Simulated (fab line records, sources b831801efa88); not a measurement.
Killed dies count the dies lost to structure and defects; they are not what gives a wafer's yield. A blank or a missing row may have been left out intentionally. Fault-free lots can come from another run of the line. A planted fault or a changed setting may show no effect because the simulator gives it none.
Which tool is to blame? :: flow sky130 :: 14 lots, 42 wafers sampled, at 2 steps of a route of 708

WHAT THE GAUGES READ, wafer by wafer
SKY_FIELD_ISO_THK_MEAS_04. Usual: FIELD_ISO_CVD_03_THK 163.7 nm, standard deviation 1.8.
lot: L421
measured: day 1 20:04
on: film_metro-01
FIELD_ISO_CVD_03_THK (nm): 167.4 167.6 168.1
flag: 

lot: L422
measured: day 1 23:32
on: film_metro-01
FIELD_ISO_CVD_03_THK (nm): 164.5 164.7 164.9
flag: 

lot: L424
measured: day 2 11:50
on: film_metro-03
FIELD_ISO_CVD_03_THK (nm): 163.3 164.4 164.9
flag: 

lot: L426
measured: day 2 19:29
on: film_metro-03
FIELD_ISO_CVD_03_THK (nm): 166.1 165.8 165.2
flag: 

lot: L427
measured: day 3 00:32
on: film_metro-01
FIELD_ISO_CVD_03_THK (nm): 165.4 165.0 165.0
flag: 

lot: L428
measured: day 3 06:06
on: film_metro-03
FIELD_ISO_CVD_03_THK (nm): 165.6 164.9 164.5
flag: 

lot: L429
measured: day 3 12:36
on: film_metro-03
FIELD_ISO_CVD_03_THK (nm): 163.6 162.7 163.9
flag: 

lot: L430
measured: day 3 16:14
on: film_metro-01
FIELD_ISO_CVD_03_THK (nm): 163.2 165.2 164.9
flag: 

lot: L431
measured: day 3 20:40
on: film_metro-02
FIELD_ISO_CVD_03_THK (nm): 166.6 164.7 166.8
flag: 

lot: L435
measured: day 4 17:02
on: film_metro-03
FIELD_ISO_CVD_03_THK (nm): 165.7 163.6 163.9
flag: 

lot: L437
measured: day 5 04:29
on: film_metro-01
FIELD_ISO_CVD_03_THK (nm): 162.0 160.4 160.6
flag: 

lot: L438
measured: day 5 09:22
on: film_metro-01
FIELD_ISO_CVD_03_THK (nm): 160.9 163.1 161.2
flag: 

lot: L442
measured: day 6 06:17
on: film_metro-03
FIELD_ISO_CVD_03_THK (nm): 162.2 161.7 162.4
flag: 

lot: L443
measured: day 6 09:21
on: film_metro-01
FIELD_ISO_CVD_03_THK (nm): 163.8 164.6 163.8
flag: 

SKY_FIELD_ISO_THK_MEAS_23. Usual: FIELD_ISO_OXIDATION_01_THK 10.04 nm, standard deviation 0.17.
lot: L421
measured: day 2 13:52
on: film_metro-03
FIELD_ISO_OXIDATION_01_THK (nm): 9.90 10.07 9.97
flag: 

lot: L422
measured: day 2 16:03
on: film_metro-02
FIELD_ISO_OXIDATION_01_THK (nm): 9.70 9.84 9.81
flag: 

lot: L424
measured: day 3 05:14
on: film_metro-03
FIELD_ISO_OXIDATION_01_THK (nm): 10.03 10.07 10.17
flag: 

lot: L426
measured: day 3 12:51
on: film_metro-01
FIELD_ISO_OXIDATION_01_THK (nm): 9.78 9.68 9.73
flag: 

lot: L427
measured: day 3 17:46
on: film_metro-01
FIELD_ISO_OXIDATION_01_THK (nm): 10.22 10.32 10.37
flag: 

lot: L428
measured: day 4 00:47
on: film_metro-01
FIELD_ISO_OXIDATION_01_THK (nm): 9.93 9.78 9.72
flag: 

lot: L429
measured: day 4 06:49
on: film_metro-01
FIELD_ISO_OXIDATION_01_THK (nm): 9.92 10.07 10.12
flag: 

lot: L430
measured: day 4 11:12
on: film_metro-01
FIELD_ISO_OXIDATION_01_THK (nm): 10.04 10.01 9.73
flag: 

lot: L431
measured: day 4 15:44
on: film_metro-01
FIELD_ISO_OXIDATION_01_THK (nm): 10.02 10.02 10.10
flag: 

lot: L435
measured: day 5 12:06
on: film_metro-02
FIELD_ISO_OXIDATION_01_THK (nm): 10.24 10.32 10.02
flag: 

lot: L437
measured: day 6 02:56
on: film_metro-02
FIELD_ISO_OXIDATION_01_THK (nm): 10.32 10.23 10.40
flag: 

lot: L438
measured: day 6 06:52
on: film_metro-02
FIELD_ISO_OXIDATION_01_THK (nm): 10.05 10.11 10.18
flag: 

lot: L442
measured: day 7 03:48
on: film_metro-03
FIELD_ISO_OXIDATION_01_THK (nm): 9.90 10.02 9.91
flag: 

lot: L443
measured: day 7 06:31
on: film_metro-02
FIELD_ISO_OXIDATION_01_THK (nm): 10.23 10.27 10.07
flag: 

EACH LOT AND THE TOOL THAT RAN IT (in order: tool; ch and the chambers of the sampled wafers; start)
There is no process step in the record ahead of these readings.

AS READ BY THE TOOLS THEMSELVES (means over the sampled wafers that have a number; for cases with no such wafer, the mark the record gives instead)
The record holds no such reading with a usual standard deviation.

THE ANSWER, worked out from the rows above alone
Rule: a lot counts as off when the mean over its wafers that have a number is more than 3 standard deviations away from the usual mean. Also off: a lot with no number at a reading for which 4 or more lots have one. All remaining lots with rows at the step are treated as sound. After the gauges, taken in route order, come the tools' own readings; for these a lot's mean is taken, as printed above. At the first step where some lot is off, the reading lying furthest off is the one used; lots without a number count as furthest.
No lot is off on any of the readings shown, so nothing can be concluded from this.

WHAT WAS PUT IN BY THE SIMULATOR
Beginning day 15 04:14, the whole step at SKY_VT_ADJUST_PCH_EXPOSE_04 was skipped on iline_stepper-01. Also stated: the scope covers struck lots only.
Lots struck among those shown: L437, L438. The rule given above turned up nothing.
